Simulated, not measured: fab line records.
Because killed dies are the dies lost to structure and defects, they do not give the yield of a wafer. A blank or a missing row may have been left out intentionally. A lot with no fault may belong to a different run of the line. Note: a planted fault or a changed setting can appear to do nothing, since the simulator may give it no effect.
fab line records	flow sky130	part 2 of 2: steps 33 to 44 of 44
[record] lots = 5	wafers = 15	last_day = 49
route steps=708 shown NWELL@59 PWDE@84 VT_ADJUST_HVTP@85 VT_ADJUST_LVTN@97
lots that met no fault: taken from a fault-free run of the same line
start_h: hours from the record's opening day to when the first of the lot's shown wafers began	wait_h: time in hours since the lot's previous step	" the same as in the row above	L1.1+2: a row that stands for several wafers	- no value present, or no start provided	* or withheld: withheld	< > ~ a bound
route shown NAME@n: NAME is a module with steps in the file, n the number in the route of the first one	usual: mean/standard deviation of fault-free wafers	same: alike in all rows	chamber/n: place in a boat	sites: the reading at each site	_std_site: standard deviation across them	_edge_site: outer sites' mean less inner sites'	radius_mm: how far each site lies from the wafer's centre	mask NAME#n: copy n	behind: the tool/chamber that last shaped the wafer	hold: why the lot went on hold/how many hours it stayed there/how the hold came to an end	device: names the non-switching transistor (n, p or np)	end of line: the tests these same wafers got at the end of their route	a step without rows: its recipe alone	killed: at the first sort, the dies lost to defects and structure; wafer yield is something else	map: dies across one wafer; x = killed, . = not, _ = none there
set.NAME: the setting that was run; set.NAME@STEP: the one run at that earlier step	model.NAME: the simulator's own value behind a step, which no gauge read
certain route steps with their lots: each step a table, each wafer a row
services: when a tool's chamber went out of use (start_h, in hours from the record's first day, below 0 if earlier), for how many hours, and the reason
[[steps]]
[step SKY_VT_ADJUST_HVTP_CD_MEAS_07]
[recipe] target_cd_nm = 380
[usual] cd_nm = 380.1/2.5
lot.wafer	tool	chamber	start_h	wait_h	cd_nm
L081.4	cd_sem-01	-	166.60	0.1	385.0
L081.5	"	-	"	"	383.6
L081.6	"	-	"	"	383.9
L083.2	cd_sem-01	-	179.13	0.1	379.9
L083.3	"	-	"	"	380.2
L083.4	"	-	"	"	380.8
L087.1	cd_sem-02	-	201.46	0.1	383.2
L087.2	"	-	"	"	386.7
L087.5	"	-	"	"	386.6
L088.2	cd_sem-01	-	209.23	0.1	378.6
L088.3	"	-	"	"	373.9
L088.5	"	-	"	"	380.6
L092.3	cd_sem-02	-	233.01	0.1	378.5
L092.4	"	-	"	"	379.8
L092.5	"	-	"	"	379.7
[step SKY_VT_ADJUST_HVTP_OVL_MEAS_08]
[usual] VT_ADJUST_HVTP_OVL = 0.5/1.5
lot.wafer	tool	chamber	start_h	wait_h	VT_ADJUST_HVTP_OVL[nm]
L081.4	overlay-01	-	166.68	0.1	1.6
L081.5	"	-	"	"	1.3
L081.6	"	-	"	"	1.5
L083.2	overlay-02	-	179.24	0.1	0.9
L083.3	"	-	"	"	-2.8
L083.4	"	-	"	"	1.7
L087.1	overlay-02	-	201.58	0.1	0.6
L087.2	"	-	"	"	-1.5
L087.5	"	-	"	"	-0.1
L088.2	overlay-02	-	209.34	0.1	1.1
L088.3	"	-	"	"	-0.4
L088.5	"	-	"	"	0.8
L092.3	overlay-01	-	233.10	0.1	0.5
L092.4	"	-	"	"	1.1
L092.5	"	-	"	"	1.5
[step SKY_VT_ADJUST_HVTP_IMPLANT_09]
[recipe] species = As	energy_kev = 150	dose_cm2 = 4.3e+12	tilt_deg = withheld
[usual] end_station_pressure_torr = 5.05e-06/2.6e-07
lot.wafer	tool	chamber	start_h	wait_h	end_station_pressure_torr
L081.4	implanter-02	0	166.77	0.1	4.8e-06
L081.5	"	0	"	"	4.99e-06
L081.6	"	0	"	"	5.27e-06
L083.2	implanter-04	0	179.29	0.0	5.15e-06
L083.3	"	0	"	"	5.31e-06
L083.4	"	0	"	"	4.84e-06
L087.1	implanter-04	0	201.62	0.0	4.96e-06
L087.2	"	0	"	"	5.4e-06
L087.5	"	0	"	"	4.91e-06
L088.2	implanter-02	0	209.39	0.0	5.1e-06
L088.3	"	0	"	"	5.54e-06
L088.5	"	0	"	"	5.5e-06
L092.3	implanter-04	0	233.18	0.1	5.12e-06
L092.4	"	0	"	"	4.96e-06
L092.5	"	0	"	"	4.76e-06
[step SKY_VT_ADJUST_HVTP_STRIP_10]
[recipe] chemistry = O2/N2	power_w = 1400	pressure_mtorr = 1500	platen_temp_c = withheld	o2_flow_sccm = 3000	n2_flow_sccm = 300	overash_fraction = 0.5
[usual] drypump_motor_current_A = 6.0/0.36	oes_product_au = 0.716/0.0046	strip_time_to_endpoint_s = 14.16/0.039
lot.wafer	tool	chamber	start_h	wait_h	drypump_motor_current_A	oes_product_au	rf_hours_counter_h	strip_time_to_endpoint_s
L081.4	plasma_asher-03	1	166.88	0.1	6.2	0.713	-	14.12
L081.5	"	0	"	"	6.2	0.718	-	14.14
L081.6	"	1	"	"	6.2	0.714	-	14.14
L083.2	plasma_asher-03	1	179.42	0.1	6.2	0.714	49	14.14
L083.3	"	1	"	"	6.3	0.717	-	14.20
L083.4	"	0	"	"	6.2	0.716	-	14.20
L087.1	plasma_asher-04	1	201.77	0.1	6.3	0.714	41	14.17
L087.2	"	0	"	"	5.8	0.711	41	14.12
L087.5	"	0	"	"	5.8	0.713	-	14.16
L088.2	plasma_asher-03	0	209.52	0.1	6.2	0.718	52	14.17
L088.3	"	1	"	"	6.2	0.715	-	14.17
L088.5	"	1	"	"	6.2	0.724	-	14.19
L092.3	plasma_asher-04	1	233.31	0.1	6.4	0.709	-	14.08
L092.4	"	0	"	"	5.8	0.714	-	14.10
L092.5	"	1	"	"	6.4	0.715	-	14.11
[step SKY_VT_ADJUST_HVTP_TW_MEAS_11]
[usual] VT_ADJUST_HVTP_TW = 1356/7
lot.wafer	tool	chamber	start_h	wait_h	VT_ADJUST_HVTP_TW
L081.4	film_metro-04	-	166.98	0.1	1353
L081.5	"	-	"	"	1357
L081.6	"	-	"	"	1355
L083.2	film_metro-03	-	179.53	0.1	1355
L083.3	"	-	"	"	1360
L083.4	"	-	"	"	1359
L087.1	film_metro-02	-	201.87	0.1	1362
L087.2	"	-	"	"	1364
L087.5	"	-	"	"	1371
L088.2	film_metro-04	-	209.63	0.1	1353
L088.3	"	-	"	"	1358
L088.5	"	-	"	"	1358
L092.3	film_metro-04	-	233.40	0.1	1367
L092.4	"	-	"	"	1361
L092.5	"	-	"	"	1365
[step SKY_VT_ADJUST_LVTN_DEHYDRATE_00]
[recipe] temp_c = 200	time_s = 60
[same] time_s = 60
lot.wafer	tool	chamber	start_h	wait_h
L081.4+5+6	litho_track-03	0	176.69	9.7
L083.2+3+4	litho_track-03	0	189.49	10.0
L087.1+2+5	litho_track-01	0	211.32	9.4
L088.2+3+5	litho_track-01	0	220.29	10.7
L092.3+4+5	litho_track-03	0	244.11	10.7
[step SKY_VT_ADJUST_LVTN_HMDS_01]
[recipe] prime_time_s = 60	prime_temp_c = 120
lot.wafer	tool	chamber	start_h	wait_h
L081.4+5+6	litho_track-03	0	176.84	0.1
L083.2+3+4	litho_track-03	0	189.64	0.1
L087.1+2+5	litho_track-01	0	211.47	0.1
L088.2+3+5	litho_track-01	0	220.44	0.1
L092.3+4+5	litho_track-03	0	244.26	0.1
[step SKY_VT_ADJUST_LVTN_COAT_02]
[recipe] spin_rpm = 2000	resist_thk_nm = 3000
lot.wafer	tool	chamber	start_h	wait_h
L081.4+5+6	litho_track-03	0	176.99	0.1
L083.2+3+4	litho_track-03	0	189.79	0.1
L087.1+2+5	litho_track-01	0	211.62	0.1
L088.2+3+5	litho_track-01	0	220.59	0.1
L092.3+4+5	litho_track-03	0	244.41	0.1
[step SKY_VT_ADJUST_LVTN_SOFTBAKE_03]
[recipe] temp_c = 110	time_s = withheld
lot.wafer	tool	chamber	start_h	wait_h
L081.4+5+6	litho_track-03	0	177.16	0.1
L083.2+3+4	litho_track-03	0	189.95	0.1
L087.1+2+5	litho_track-01	0	211.77	0.1
L088.2+3+5	litho_track-01	0	220.75	0.1
L092.3+4+5	litho_track-03	0	244.58	0.1
[step SKY_VT_ADJUST_LVTN_EXPOSE_04]
[recipe] mask_id = NWM_COMPLEMENT_LESS_NATIVE	na = 0.6	source_shape = conventional	sigma_outer = 0.6	polarization = unpolarized	target_cd_nm = 840	dose_mj = 194
[same] sigma_outer = 0.6
lot.wafer	tool	chamber	start_h	wait_h	mask
L081.4+5+6	iline_stepper-01	0	-	-	NWM_COMPLEMENT_LESS_NATIVE#0
L083.2+3+4	iline_stepper-02	0	-	-	NWM_COMPLEMENT_LESS_NATIVE#0
L087.1+2+5	iline_stepper-01	0	-	-	NWM_COMPLEMENT_LESS_NATIVE#0
L088.2+3+5	iline_stepper-02	0	-	-	NWM_COMPLEMENT_LESS_NATIVE#0
L092.3+4+5	iline_stepper-02	0	-	-	NWM_COMPLEMENT_LESS_NATIVE#0
[step SKY_VT_ADJUST_LVTN_PEB_05]
[recipe] temp_c = 115	time_s = withheld
lot.wafer	tool	chamber	start_h	wait_h
L081.4+5+6	litho_track-03	0	-	-
L083.2+3+4	litho_track-04	0	-	-
L087.1+2+5	litho_track-04	0	-	-
L088.2+3+5	litho_track-01	0	-	-
L092.3+4+5	litho_track-01	0	-	-
[step SKY_VT_ADJUST_LVTN_DEVELOP_06]
[recipe] wall_angle_deg = 90	developer = TMAH	develop_time_s = 60	dev_temp_c = 23
[usual] developer_temp_C = 22.99/0.1
lot.wafer	tool	chamber	start_h	wait_h	developer_temp_C
L081.4	litho_track-03	0	-	-	23.06
L081.5	"	0	"	"	22.94
L081.6	"	0	"	"	22.83
L083.2	litho_track-04	0	-	-	22.97
L083.3	"	0	"	"	22.88
L083.4	"	0	"	"	23.03
L087.1	litho_track-04	0	-	-	22.87
L087.2	"	0	"	"	23.03
L087.5	"	0	"	"	23.02
L088.2	litho_track-01	0	-	-	23.32
L088.3	"	0	"	"	23.04
L088.5	"	0	"	"	23.30
L092.3	litho_track-01	0	-	-	22.86
L092.4	"	0	"	"	23.00
L092.5	"	0	"	"	23.04
[[services]]
tool	chamber	start_h	hours	kind
implanter-03	-	97.69	1.9	repair
plasma_asher-01	-	108.83	9.0	pm
plasma_asher-01	0	108.83	9.0	vent_cycle
plasma_asher-01	1	108.83	9.0	vent_cycle
implanter-04	-	112.45	3.4	pm
plasma_asher-01	0	117.83	-	clean
plasma_asher-01	1	117.83	-	clean
implanter-01	-	127.77	7.7	repair
rtp_anneal-02	-	145.05	1.1	pm
plasma_asher-01	-	151.88	0.8	repair
iline_stepper-02	-	155.54	2.1	pm
implanter-03	-	156.87	23.3	pm
iline_stepper-02	-	157.62	-	consumable_replace:lamp
litho_track-03	-	166.31	-	consumable_replace:filter
iline_stepper-01	0	169.63	-	calibration
iline_stepper-02	-	175.18	11.5	repair
iline_stepper-02	-	186.69	1.7	pm
iline_stepper-01	-	194.08	6.8	repair
implanter-01	-	198.07	14.4	repair
implanter-01	-	203.25	1.9	repair
iline_stepper-02	0	207.07	-	calibration
iline_stepper-01	-	214.06	1.7	pm
plasma_asher-04	-	225.61	1.2	repair
implanter-02	-	246.95	2.9	repair
